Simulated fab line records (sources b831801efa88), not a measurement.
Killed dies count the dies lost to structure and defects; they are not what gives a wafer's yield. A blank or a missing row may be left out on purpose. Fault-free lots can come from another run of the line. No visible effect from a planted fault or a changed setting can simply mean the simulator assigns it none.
fab line records	flow sky130
[record] lots = 11	wafers = 33	last-day = 50
route steps=708 shown LI_CONTACT@375 CONTACT@406 PAD_OPEN@708
lots that met no fault: taken from a fault-free run of the same line
start-h: hours from the record's opening day to when the first of the lot's shown wafers began	wait-h: how many hours have passed since the lot's step before this one	" identical to the entry in the row above	L1.1+2: a single row standing in for several wafers	- either no value or no given start	* or withheld: withheld	< > ~ a bound
route shown NAME@n: names a module that has steps shown in the file, with the first one's number in the route	usual: average and standard deviation across the fault-free wafers	same: alike in all rows	chamber/n: place in a boat	sites: per-site readings	_std_site: standard deviation of those values	_edge_site: inner sites' mean taken away from outer sites' mean	radius-mm: how far each site lies from the wafer's centre	mask NAME#n: copy n	behind: the last tool/chamber to shape the wafer	hold: what put the lot on hold/how long, in hours/how the hold closed	device: transistor that didn't switch, given as n, p or np	end of line: tests of these same wafers at the route's end	where a step has no rows: the recipe by itself	killed: not the wafer's yield, but the dies lost to structure and defects at the first sort	map: a wafer's dies, x killed, . not, _ none there
set.NAME: the run value of the setting; set.NAME@STEP: its run value at that earlier step	model.NAME: the simulator's own value behind a step, which no gauge read
one table for each step of the route and one row for each wafer, over a sample of lots
services: from which hour (start-h, from the record's first day; less than 0 if before it) a tool's chamber was out of use, for how many hours, and why
[[steps]]
[step SKY_LI_CONTACT_OVL_MEAS_13]
[usual] LI_CONTACT_OVL = 2/6
lot.wafer	tool	chamber	start-h	wait-h	LI_CONTACT_OVL[nm]
L538.2	overlay-01	-	668.97	0.1	9
L538.3	"	-	"	"	-7
L538.6	"	-	"	"	2
L541.1	overlay-02	-	706.09	0.1	-2
L541.4	"	-	"	"	1
L541.5	"	-	"	"	-6
L542.3	overlay-02	-	710.53	0.1	7
L542.4	"	-	"	"	3
L542.6	"	-	"	"	9
L543.1	overlay-01	-	716.02	0.1	1
L543.5	"	-	"	"	3
L543.6	"	-	"	"	4
L544.2	overlay-02	-	728.53	0.1	-7
L544.3	"	-	"	"	-4
L544.5	"	-	"	"	-10
L549.3	overlay-01	-	769.60	0.1	5
L549.4	"	-	"	"	9
L549.5	"	-	"	"	8
L550.1	overlay-02	-	777.62	0.1	2
L550.2	"	-	"	"	11
L550.4	"	-	"	"	11
L556.2	overlay-01	-	834.81	0.1	6
L556.3	"	-	"	"	0
L556.5	"	-	"	"	-2
L557.1	overlay-01	-	835.49	0.1	-5
L557.3	"	-	"	"	-5
L557.5	"	-	"	"	-4
L560.2	overlay-02	-	846.81	0.1	0
L560.3	"	-	"	"	-1
L560.5	"	-	"	"	0
L561.2	overlay-01	-	857.76	0.1	1
L561.3	"	-	"	"	7
L561.4	"	-	"	"	-4
[step SKY_CONTACT_CVD_00]
[recipe] material = Si3N4	target-thk-nm = 75	temp-c = 400	time-s = withheld	rf-w = 450
[usual] heater-power-w = 730/87
lot.wafer	tool	chamber	start-h	wait-h	heater-power-w
L538.2	pecvd-03	2	699.32	0.0	828
L538.3	"	1	"	"	735
L538.6	"	0	"	"	841
L541.1	pecvd-04	1	735.83	0.0	781
L541.4	"	1	"	"	758
L541.5	"	2	"	"	906
L542.3	pecvd-03	0	740.58	0.0	876
L542.4	"	0	"	"	876
L542.6	"	1	"	"	586
L543.1	pecvd-01	2	746.13	0.0	743
L543.5	"	1	"	"	620
L543.6	"	2	"	"	722
L544.2	pecvd-01	1	758.33	0.0	722
L544.3	"	2	"	"	704
L544.5	"	2	"	"	710
L549.3	pecvd-01	0	798.15	0.0	710
L549.4	"	2	"	"	694
L549.5	"	1	"	"	697
L550.1	pecvd-01	1	806.94	0.0	617
L550.2	"	0	"	"	734
L550.4	"	0	"	"	720
L556.2	pecvd-04	2	863.84	0.0	807
L556.3	"	0	"	"	749
L556.5	"	2	"	"	795
L557.1	pecvd-03	0	864.15	0.0	930
L557.3	"	1	"	"	688
L557.5	"	2	"	"	823
L560.2	pecvd-01	1	875.73	0.0	627
L560.3	"	0	"	"	605
L560.5	"	1	"	"	655
L561.2	pecvd-01	0	885.82	0.0	744
L561.3	"	2	"	"	661
L561.4	"	1	"	"	613
[step SKY_CONTACT_THK_MEAS_01]
[recipe] reads = Si3N4_of_CONTACT_CVD_00
[usual] CONTACT_CVD_00_THK = 74.7/0.93
lot.wafer	tool	chamber	start-h	wait-h	CONTACT_CVD_00_THK[nm]
L538.2	film-metro-03	-	699.36	-	73.9
L538.3	"	-	"	"	74.1
L538.6	"	-	"	"	75.0
L541.1	film-metro-03	-	735.87	-	74.3
L541.4	"	-	"	"	75.4
L541.5	"	-	"	"	75.6
L542.3	film-metro-04	-	740.63	-	73.8
L542.4	"	-	"	"	75.3
L542.6	"	-	"	"	75.8
L543.1	film-metro-04	-	746.18	-	74.5
L543.5	"	-	"	"	75.6
L543.6	"	-	"	"	75.7
L544.2	film-metro-04	-	758.39	-	74.9
L544.3	"	-	"	"	75.2
L544.5	"	-	"	"	76.5
L549.3	film-metro-01	-	798.21	-	74.2
L549.4	"	-	"	"	75.1
L549.5	"	-	"	"	79.8
L550.1	film-metro-03	-	806.97	-	79.0
L550.2	"	-	"	"	75.5
L550.4	"	-	"	"	76.6
L556.2	film-metro-04	-	863.88	-	74.1
L556.3	"	-	"	"	74.0
L556.5	"	-	"	"	75.1
L557.1	film-metro-04	-	864.18	-	74.7
L557.3	"	-	"	"	74.2
L557.5	"	-	"	"	75.4
L560.2	film-metro-03	-	875.77	-	74.3
L560.3	"	-	"	"	75.9
L560.5	"	-	"	"	75.5
L561.2	film-metro-03	-	885.86	-	74.2
L561.3	"	-	"	"	73.7
L561.4	"	-	"	"	74.5
[step SKY_CONTACT_ETCH_17]
[recipe] target = SiO2	chemistry = C4F8/O2/Ar	stop-on = Si3N4	mask-material = KrF-thick	source-w = 1500	bias-w = 1200	pressure-mtorr = 40	c4f8-flow-sccm = withheld	O2_flow_sccm = 6	Ar_flow_sccm = 300	time-s = withheld	target-depth-a = 3400
[usual] oes-product-au = 0.891/0.0051
lot.wafer	tool	chamber	start-h	wait-h	oes-product-au
L538.2	rie-diel-04	1	728.07	0.0	0.890
L538.3	"	0	"	"	0.890
L538.6	"	2	"	"	0.894
L541.1	rie-diel-02	2	764.67	0.0	0.892
L541.4	"	3	"	"	0.890
L541.5	"	2	"	"	0.884
L542.3	rie-diel-04	2	769.12	0.0	0.886
L542.4	"	1	"	"	0.888
L542.6	"	3	"	"	0.888
L543.1	rie-diel-02	2	774.07	0.0	0.897
L543.5	"	0	"	"	0.886
L543.6	"	1	"	"	0.890
L544.2	rie-diel-04	1	785.52	0.0	0.896
L544.3	"	2	"	"	0.896
L544.5	"	2	"	"	0.887
L549.3	rie-diel-03	1	826.59	0.0	0.878
L549.4	"	2	"	"	0.890
L549.5	"	2	"	"	0.887
L550.1	rie-diel-03	2	834.53	0.0	0.887
L550.2	"	3	"	"	0.896
L550.4	"	0	"	"	0.890
L556.2	rie-diel-02	1	890.87	0.0	0.887
L556.3	"	0	"	"	0.891
L556.5	"	3	"	"	0.885
L557.1	rie-diel-03	0	891.13	0.0	0.898
L557.3	"	2	"	"	0.896
L557.5	"	3	"	"	0.896
L560.2	rie-diel-03	3	902.30	0.0	0.889
L560.3	"	2	"	"	0.888
L560.5	"	0	"	"	0.890
L561.2	rie-diel-03	2	911.83	0.0	0.895
L561.3	"	0	"	"	0.892
L561.4	"	3	"	"	0.893
[step SKY_CONTACT_ETCH_18]
[recipe] target = Si3N4	chemistry = CHF3/O2	stop-on = TiN	source-w = 600	bias-w = 200	pressure-mtorr = 40	chf3-flow-sccm = 50	O2_flow_sccm = 5	time-s = 39	target-depth-a = 750
[usual] O2_flow_sccm = 4.997/0.014	drypump-motor-current-A = 5.7/0.49	oes-product-au = 0.853/0.0073	throttle-valve-pct = 8.793/0.0092
lot.wafer	tool	chamber	start-h	wait-h	O2_flow_sccm	drypump-motor-current-A	oes-product-au	rf-hours-counter-h	throttle-valve-pct
L538.2	rie-diel-04	1	-	-	4.993	6.8	0.848	11	8.790
L538.3	"	0	"	"	5.013	5.0	0.855	23	8.796
L538.6	"	2	"	"	4.998	5.6	0.864	-	8.793
L541.1	rie-diel-02	2	-	-	4.986	5.5	0.850	1	8.801
L541.4	"	3	"	"	4.987	5.8	0.857	9	8.803
L541.5	"	2	"	"	5.006	5.5	0.863	-	8.799
L542.3	rie-diel-04	2	-	-	4.984	5.7	0.855	14	8.785
L542.4	"	1	"	"	5.000	6.8	0.851	12	8.793
L542.6	"	3	"	"	4.998	5.8	0.858	-	8.810
L543.1	rie-diel-02	2	-	-	5.009	5.5	0.846	1	8.787
L543.5	"	0	"	"	5.001	5.8	0.856	-	8.803
L543.6	"	1	"	"	5.017	6.0	0.852	-	8.809
L544.2	rie-diel-04	1	-	-	5.004	6.8	0.852	13	8.782
L544.3	"	2	"	"	4.990	5.7	0.849	14	8.790
L544.5	"	2	"	"	4.995	5.6	0.865	-	8.808
L549.3	rie-diel-03	1	-	-	4.982	4.9	0.843	6	8.793
L549.4	"	2	"	"	5.012	6.0	0.852	15	8.808
L549.5	"	2	"	"	5.017	6.0	0.891	-	8.784
L550.1	rie-diel-03	2	-	-	4.985	6.0	0.878	15	8.799
L550.2	"	3	"	"	4.982	5.7	0.854	8	8.793
L550.4	"	0	"	"	5.013	4.9	0.861	10	8.814
L556.2	rie-diel-02	1	-	-	5.001	6.0	0.842	8	8.795
L556.3	"	0	"	"	4.964	5.8	0.860	8	8.801
L556.5	"	3	"	"	4.996	5.8	0.854	-	8.787
L557.1	rie-diel-03	0	-	-	5.007	4.9	0.854	12	8.785
L557.3	"	2	"	"	4.975	6.0	0.845	17	8.799
L557.5	"	3	"	"	5.008	5.7	0.853	-	8.804
L560.2	rie-diel-03	3	-	-	5.013	5.7	0.851	10	8.782
L560.3	"	2	"	"	5.001	6.1	0.857	17	8.805
L560.5	"	0	"	"	4.994	4.9	0.855	-	8.795
L561.2	rie-diel-03	2	-	-	5.012	6.1	0.846	18	8.809
L561.3	"	0	"	"	5.005	4.9	0.845	14	8.785
L561.4	"	3	"	"	4.994	5.7	0.848	-	8.806
[step SKY_CONTACT_STRIP_19]
[recipe] chemistry = O2/N2	power-w = 1400	pressure-mtorr = 1500	platen-temp-c = withheld	o2-flow-sccm = 3000	n2-flow-sccm = 300	overash-fraction = 0.5
[usual] drypump-motor-current-A = 5.9/0.55	oes-product-au = 0.381/0.0045	strip-time-to-endpoint-s = 3.618/0.026
lot.wafer	tool	chamber	start-h	wait-h	drypump-motor-current-A	oes-product-au	rf-hours-counter-h	strip-time-to-endpoint-s
L538.2	plasma-asher-03	0	728.16	-	5.0	0.375	92	3.638
L538.3	"	0	"	"	5.0	0.382	-	3.634
L538.6	"	0	"	"	5.0	0.380	-	3.625
L541.1	plasma-asher-03	0	764.76	-	5.0	0.380	96	3.629
L541.4	"	1	"	"	5.8	0.386	-	3.656
L541.5	"	1	"	"	5.8	0.378	-	3.611
L542.3	plasma-asher-02	1	769.24	-	6.3	0.380	-	3.617
L542.4	"	0	"	"	6.4	0.377	-	3.612
L542.6	"	1	"	"	6.3	0.382	-	3.592
L543.1	plasma-asher-02	1	774.16	-	6.3	0.381	36	3.620
L543.5	"	0	"	"	6.4	0.380	-	3.606
L543.6	"	1	"	"	6.3	0.382	-	3.667
L544.2	plasma-asher-02	0	785.61	-	6.4	0.383	37	3.653
L544.3	"	1	"	"	6.3	0.378	-	3.579
L544.5	"	1	"	"	6.3	0.375	-	3.595
L549.3	plasma-asher-03	1	826.72	-	5.9	0.377	-	3.642
L549.4	"	0	"	"	5.0	0.380	-	3.621
L549.5	"	0	"	"	5.0	0.379	-	3.561
L550.1	plasma-asher-03	0	834.62	-	5.0	0.380	103	3.602
L550.2	"	1	"	"	5.9	0.385	103	3.577
L550.4	"	1	"	"	5.8	0.389	-	3.642
L556.2	plasma-asher-02	0	890.96	-	6.4	0.382	50	3.608
L556.3	"	1	"	"	6.3	0.377	-	3.607
L556.5	"	0	"	"	6.4	0.377	-	3.660
L557.1	plasma-asher-02	1	891.22	-	6.3	0.389	50	3.615
L557.3	"	1	"	"	6.3	0.379	-	3.578
L557.5	"	1	"	"	6.3	0.378	-	3.643
L560.2	plasma-asher-03	0	902.39	-	5.0	0.383	112	3.586
L560.3	"	0	"	"	5.0	0.384	-	3.587
L560.5	"	0	"	"	5.0	0.380	-	3.623
L561.2	plasma-asher-02	1	911.92	-	6.3	0.381	53	3.597
L561.3	"	0	"	"	6.4	0.390	-	3.645
L561.4	"	1	"	"	6.3	0.385	-	3.628
[step SKY_PAD_OPEN_PROBE_99]
[usual] killed_at_M0_to_M3 = 43/7.4	killed_at_M4_up = 3.1/1.9	killed-at-contacts = 25/5.4	killed-at-front-end = 15/4.3	killed-at-other = 0.3/0.54	killed-dies = 86/10	killed-open = 46/7.4	killed-short = 40/7
[same] gross-dies = 492	killed-at-back-side = 0
lot.wafer	tool	chamber	start-h	wait-h	killed_at_M0_to_M3	killed_at_M4_up	killed-at-contacts	killed-at-front-end	killed-at-other	killed-dies	killed-open	killed-short
L538.2	prober-01	-	1071.50	0.1	44	2	24	18	0	88	46	40
L538.3	prober-01	-	1071.55	0.2	51	1	27	23	1	103	47	54
L538.6	prober-01	-	1071.70	0.2	51	6	19	18	0	94	43	51
L541.1	prober-02	-	1097.80	0.1	44	4	29	12	0	89	43	46
L541.4	prober-02	-	1097.95	0.2	52	0	36	12	0	100	60	40
L541.5	prober-02	-	1098.00	0.2	48	5	19	11	0	83	39	44
L542.3	prober-01	-	1104.36	0.2	42	3	22	23	1	91	41	48
L542.4	prober-01	-	1104.41	0.2	45	3	27	18	0	93	49	43
L542.6	prober-01	-	1104.51	0.2	43	4	23	19	0	89	47	42
L543.1	prober-02	-	1105.35	0.1	45	2	19	20	0	86	36	50
L543.5	prober-02	-	1105.55	0.2	53	3	31	15	0	102	57	45
L543.6	prober-02	-	1105.60	0.2	37	4	22	13	0	76	38	38
L544.2	prober-01	-	1114.26	0.1	45	2	31	13	0	91	49	42
L544.3	prober-01	-	1114.31	0.2	36	4	26	15	0	81	56	25
L544.5	prober-01	-	1114.41	0.2	53	2	30	16	1	102	60	42
L549.3	prober-02	-	1148.23	0.2	37	2	28	15	0	82	56	25
L549.4	prober-02	-	1148.28	0.2	40	4	20	17	0	81	49	31
L549.5	prober-02	-	1148.33	0.2	36	5	25	12	0	78	42	36
L550.1	prober-01	-	1150.98	0.1	40	3	26	11	1	81	46	34
L550.2	prober-01	-	1151.03	0.1	50	3	14	12	1	80	43	35
L550.4	prober-01	-	1151.13	0.2	48	4	28	18	0	98	45	50
L556.2	prober-01	-	1189.67	0.1	40	4	18	18	2	82	41	40
L556.3	prober-01	-	1189.72	0.2	40	0	26	7	0	73	44	29
L556.5	prober-01	-	1189.82	0.2	38	3	15	19	1	76	41	34
L557.1	prober-02	-	1189.70	0.1	33	2	22	14	0	71	28	42
L557.3	prober-02	-	1189.80	0.2	42	5	18	17	0	82	47	34
L557.5	prober-02	-	1189.90	0.2	40	4	24	13	0	81	46	35
L560.2	prober-01	-	1197.45	0.1	33	0	28	12	0	73	42	30
L560.3	prober-01	-	1197.50	0.2	40	2	29	9	0	80	41	38
L560.5	prober-01	-	1197.60	0.2	48	5	14	15	0	82	41	38
L561.2	prober-02	-	1204.09	0.1	50	7	17	10	0	84	42	42
L561.3	prober-02	-	1204.14	0.2	42	4	15	9	1	71	36	35
L561.4	prober-02	-	1204.19	0.2	52	3	14	13	1	83	43	40
// killed by level:class
L538.2 CONTACT:geometric-particle:short=8 METAL2:geometric-particle:short=8 CONTACT:geometric-particle:open=8 VIA3:geometric-particle:open=8 FIELD_ISO:geometric-particle:open=7 VIA1:geometric-particle:open=6 FIELD_ISO:geometric-particle:short=5 METAL1:geometric-particle:short=5
L538.3 VIA1:geometric-particle:open=9 CONTACT:geometric-particle:open=8 FIELD_ISO:geometric-particle:short=7 METAL2:geometric-particle:short=7 CONTACT:geometric-particle:short=7 METAL1:geometric-particle:short=6 VIA2:geometric-particle:open=6 METAL3:geometric-particle:short=6
L538.6 VIA1:geometric-particle:open=13 METAL2:geometric-particle:short=9 FIELD_ISO:geometric-particle:open=8 CONTACT:geometric-particle:open=8 FIELD_ISO:geometric-particle:short=6 METAL1:geometric-particle:short=6 VIA1:geometric-particle:short=6 CONTACT:geometric-particle:short=5
L541.1 VIA1:geometric-particle:open=16 VIA1:geometric-particle:short=8 LI_CONTACT:geometric-particle:open=7 CONTACT:geometric-particle:short=7 LOCAL_INTERCONNECT:geometric-particle:short=6 METAL1:geometric-particle:short=6 CONTACT:geometric-particle:open=5 FIELD_ISO:geometric-particle:open=4
L541.4 CONTACT:geometric-particle:open=17 VIA1:geometric-particle:open=14 CONTACT:geometric-particle:short=9 VIA2:geometric-particle:open=7 VIA3:geometric-particle:open=7 LI_CONTACT:geometric-particle:open=6 VIA1:geometric-particle:short=6 POLY_GATE:geometric-particle:short=5
L541.5 VIA1:geometric-particle:open=14 CONTACT:geometric-particle:open=8 METAL2:geometric-particle:short=8 METAL1:geometric-particle:short=6 VIA3:geometric-particle:short=5 FIELD_ISO:geometric-particle:open=4 LI_CONTACT:geometric-particle:short=3 LOCAL_INTERCONNECT:geometric-particle:short=3
L542.3 LI_CONTACT:geometric-particle:open=7 METAL2:geometric-particle:short=7 FIELD_ISO:geometric-particle:short=6 VIA1:geometric-particle:short=6 FIELD_ISO:geometric-particle:open=5 CONTACT:geometric-particle:short=5 CONTACT:geometric-particle:open=5 VIA2:geometric-particle:open=5
L542.4 CONTACT:geometric-particle:open=11 VIA2:geometric-particle:open=7 VIA1:geometric-particle:open=7 METAL2:geometric-particle:short=7 FIELD_ISO:geometric-particle:open=6 FIELD_ISO:geometric-particle:short=5 LI_CONTACT:geometric-particle:open=5 CONTACT:geometric-particle:short=4
L542.6 VIA1:geometric-particle:open=11 VIA3:geometric-particle:open=9 LOCAL_INTERCONNECT:geometric-particle:short=7 METAL1:geometric-particle:short=6 METAL2:geometric-particle:short=6 CONTACT:geometric-particle:open=6 CONTACT:geometric-particle:short=5 SPACER:geometric-particle:open=4
L543.1 VIA1:geometric-particle:open=10 FIELD_ISO:geometric-particle:short=7 VIA1:geometric-particle:short=7 LI_CONTACT:geometric-particle:open=6 METAL3:geometric-particle:short=6 METAL2:geometric-particle:short=5 CONTACT:geometric-particle:short=4 METAL1:geometric-particle:short=4
L543.5 CONTACT:geometric-particle:open=9 METAL1:geometric-particle:short=9 VIA3:geometric-particle:open=9 LI_CONTACT:geometric-particle:open=8 VIA2:geometric-particle:open=8 VIA1:geometric-particle:open=7 LOCAL_INTERCONNECT:geometric-particle:short=6 FIELD_ISO:geometric-particle:open=5
L543.6 VIA1:geometric-particle:open=9 LOCAL_INTERCONNECT:geometric-particle:short=6 VIA2:geometric-particle:open=6 FIELD_ISO:geometric-particle:short=5 LI_CONTACT:geometric-particle:short=4 LI_CONTACT:geometric-particle:open=4 CONTACT:geometric-particle:open=4 CONTACT:geometric-particle:short=4
L544.2 VIA1:geometric-particle:open=11 CONTACT:geometric-particle:open=10 VIA2:geometric-particle:open=10 LOCAL_INTERCONNECT:geometric-particle:short=7 METAL1:geometric-particle:short=6 LI_CONTACT:geometric-particle:open=5 CONTACT:geometric-particle:short=5 POLY_GATE:geometric-particle:short=4
L544.3 CONTACT:geometric-particle:open=17 VIA1:geometric-particle:open=9 VIA2:geometric-particle:open=7 FIELD_ISO:geometric-particle:short=5 LI_CONTACT:geometric-particle:open=5 VIA3:geometric-particle:open=5 METAL1:geometric-particle:short=5 FIELD_ISO:geometric-particle:open=4
L544.5 CONTACT:geometric-particle:open=14 VIA1:geometric-particle:open=12 VIA3:geometric-particle:open=7 LI_CONTACT:geometric-particle:open=6 METAL1:geometric-particle:short=6 FIELD_ISO:geometric-particle:open=5 FIELD_ISO:geometric-particle:short=5 LOCAL_INTERCONNECT:geometric-particle:short=5
L549.3 VIA1:geometric-particle:open=14 LI_CONTACT:geometric-particle:open=11 CONTACT:geometric-particle:open=9 CONTACT:geometric-particle:short=6 VIA2:geometric-particle:open=5 VIA3:geometric-particle:open=4 METAL2:geometric-particle:short=4 FIELD_ISO:geometric-particle:open=3
L549.4 VIA1:geometric-particle:open=10 LI_CONTACT:geometric-particle:open=8 VIA2:geometric-particle:open=8 VIA3:geometric-particle:open=7 POLY_GATE:geometric-particle:short=6 CONTACT:geometric-particle:open=6 METAL1:geometric-particle:short=4 VIA2:geometric-particle:short=4
L549.5 LI_CONTACT:geometric-particle:open=8 VIA2:geometric-particle:open=8 VIA1:geometric-particle:short=7 VIA3:geometric-particle:open=6 METAL4:geometric-particle:short=5 CONTACT:geometric-particle:open=5 VIA1:geometric-particle:open=5 CONTACT:geometric-particle:short=4
L550.1 VIA1:geometric-particle:open=10 CONTACT:geometric-particle:open=8 LI_CONTACT:geometric-particle:open=8 METAL2:geometric-particle:short=6 POLY_GATE:geometric-particle:short=5 VIA1:geometric-particle:short=4 VIA2:geometric-particle:open=4 VIA3:geometric-particle:open=4
L550.2 VIA2:geometric-particle:open=13 VIA2:geometric-particle:short=7 VIA3:geometric-particle:open=7 LI_CONTACT:geometric-particle:open=5 VIA3:geometric-particle:short=5 POLY_GATE:geometric-particle:open=4 CONTACT:geometric-particle:open=4 VIA1:geometric-particle:short=4
L550.4 METAL2:geometric-particle:short=11 VIA1:geometric-particle:open=11 LI_CONTACT:geometric-particle:short=7 VIA2:geometric-particle:open=7 CONTACT:geometric-particle:open=6 VIA3:geometric-particle:open=5 POLY_GATE:geometric-particle:open=4 LI_CONTACT:geometric-particle:open=4
L556.2 VIA3:geometric-particle:open=10 LI_CONTACT:geometric-particle:open=7 POLY_GATE:geometric-particle:short=5 METAL1:geometric-particle:short=5 METAL2:geometric-particle:short=5 VIA3:geometric-particle:short=4 LI_CONTACT:geometric-particle:short=4 VIA2:geometric-particle:open=4
L557.1 METAL2:geometric-particle:short=7 METAL3:geometric-particle:short=6 LOCAL_INTERCONNECT:geometric-particle:short=5 CONTACT:geometric-particle:open=5 VIA1:geometric-particle:open=5 CONTACT:geometric-particle:short=4 LI_CONTACT:geometric-particle:short=4 LI_CONTACT:geometric-particle:open=4
L556.3 LI_CONTACT:geometric-particle:open=13 VIA1:geometric-particle:open=9 VIA1:geometric-particle:short=9 CONTACT:geometric-particle:open=6 VIA3:geometric-particle:open=5 LOCAL_INTERCONNECT:geometric-particle:short=3 VIA2:geometric-particle:open=3 METAL2:geometric-particle:short=3
L557.3 VIA1:geometric-particle:open=16 CONTACT:geometric-particle:open=7 VIA3:geometric-particle:open=6 FIELD_ISO:geometric-particle:short=5 FIELD_ISO:geometric-particle:open=5 LOCAL_INTERCONNECT:geometric-particle:short=5 METAL2:geometric-particle:short=5 METAL4:geometric-particle:short=5
L556.5 LI_CONTACT:geometric-particle:open=9 VIA2:geometric-particle:open=7 FIELD_ISO:geometric-particle:short=6 VIA1:geometric-particle:open=6 VIA3:geometric-particle:open=6 POLY_GATE:geometric-particle:short=5 METAL3:geometric-particle:short=5 FIELD_ISO:geometric-particle:open=4
L557.5 VIA1:geometric-particle:open=11 LI_CONTACT:geometric-particle:open=7 CONTACT:geometric-particle:open=7 METAL2:geometric-particle:short=6 VIA3:geometric-particle:open=6 VIA2:geometric-particle:open=5 FIELD_ISO:geometric-particle:open=4 LOCAL_INTERCONNECT:geometric-particle:short=4
L560.2 CONTACT:geometric-particle:open=10 LI_CONTACT:geometric-particle:open=8 VIA1:geometric-particle:open=8 CONTACT:geometric-particle:short=5 METAL2:geometric-particle:short=5 POLY_GATE:geometric-particle:short=3 POLY_GATE:geometric-particle:open=3 LOCAL_INTERCONNECT:geometric-particle:short=3
L560.3 CONTACT:geometric-particle:open=9 LI_CONTACT:geometric-particle:open=9 VIA2:geometric-particle:open=6 LOCAL_INTERCONNECT:geometric-particle:short=6 METAL1:geometric-particle:short=6 VIA1:geometric-particle:open=6 VIA1:geometric-particle:short=6 METAL2:geometric-particle:short=4
L560.5 VIA1:geometric-particle:open=11 LI_CONTACT:geometric-particle:open=7 METAL1:geometric-particle:short=6 VIA1:geometric-particle:short=5 METAL2:geometric-particle:short=5 VIA2:geometric-particle:open=5 FIELD_ISO:geometric-particle:open=4 CONTACT:geometric-particle:short=4
L561.2 VIA1:geometric-particle:open=8 VIA2:geometric-particle:open=8 CONTACT:geometric-particle:open=7 VIA3:geometric-particle:open=6 METAL1:geometric-particle:short=6 METAL4:geometric-particle:short=6 VIA2:geometric-particle:short=5 VIA3:geometric-particle:short=5
L561.3 VIA1:geometric-particle:open=11 CONTACT:geometric-particle:open=9 METAL1:geometric-particle:short=7 VIA2:geometric-particle:open=5 VIA1:geometric-particle:short=4 VIA2:geometric-particle:short=4 METAL2:geometric-particle:short=3 VIA3:geometric-particle:open=3
L561.4 VIA1:geometric-particle:open=11 METAL1:geometric-particle:short=7 VIA1:geometric-particle:short=7 LI_CONTACT:geometric-particle:open=6 CONTACT:geometric-particle:open=6 METAL2:geometric-particle:short=5 VIA2:geometric-particle:short=5 VIA3:geometric-particle:open=5
[[services]]
tool	chamber	start-h	hours	kind
plasma-asher-03	-	682.08	7.2	repair
rie-diel-02	1	688.24	5.6	repair
pecvd-01	-	690.61	0.6	repair
rie-diel-03	2	697.20	3.8	repair
pecvd-03	-	703.08	2.8	pm
rie-diel-03	1	709.06	4.1	repair
pecvd-04	-	725.07	1.5	repair
rie-diel-03	1	736.56	24.3	repair
plasma-asher-02	-	738.53	1.2	repair
pecvd-01	0	740.27	12.4	repair
pecvd-01	0	754.36	5.8	repair
pecvd-01	-	792.38	1.5	repair
pecvd-03	-	812.31	5.5	pm
rie-diel-03	3	812.76	7.1	repair
plasma-asher-03	-	821.21	1.3	repair
rie-diel-03	-	823.39	0.6	repair
rie-diel-04	-	824.83	14.6	pm
pecvd-03	0	840.50	3.5	repair
pecvd-01	-	846.74	1.3	repair
pecvd-01	-	859.19	0.7	repair
rie-diel-03	2	869.64	5.8	repair
plasma-asher-02	-	871.61	2.5	repair
rie-diel-03	1	890.32	47.8	repair
plasma-asher-03	-	897.97	4.3	pm
[[key]]
[first-sign] step = SKY_CONTACT_THK_MEAS_01	reading = CONTACT_CVD_00_THK	direction = up	sigmas = 5	usual = 74.7	struck = 79.4
[effect] step = SKY_CONTACT_ETCH_18	reading = oes-product-au	direction = up	sigmas = 4.4	usual = 0.853	struck = 0.885
met-at SKY_CONTACT_CVD_00
struck-lots L549,L550
struck-wafers L549.5,L550.1
tester-left-out L549,L550
not-acting-at SKY_LI_CONTACT_OVL_MEAS_13,SKY_CONTACT_ETCH_17,SKY_CONTACT_STRIP_19
onset-between 758.33 798.15
[fault] kind = process-parameter-drift	tool = pecvd-01	chamber = 1	onset-h = 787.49	steps = SKY_CONTACT_CVD_00	channel = time-s	offset = withheld	shape = step	end-h = 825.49	acts-in = *
// tester-left-out: of these lots the tester's yield and bins aren't shown, on N5 and GAA mostly nor the transistor test; their killed dies are dies lost to structure and defects alone, not to doping, threshold or leakage, so they don't give the yield
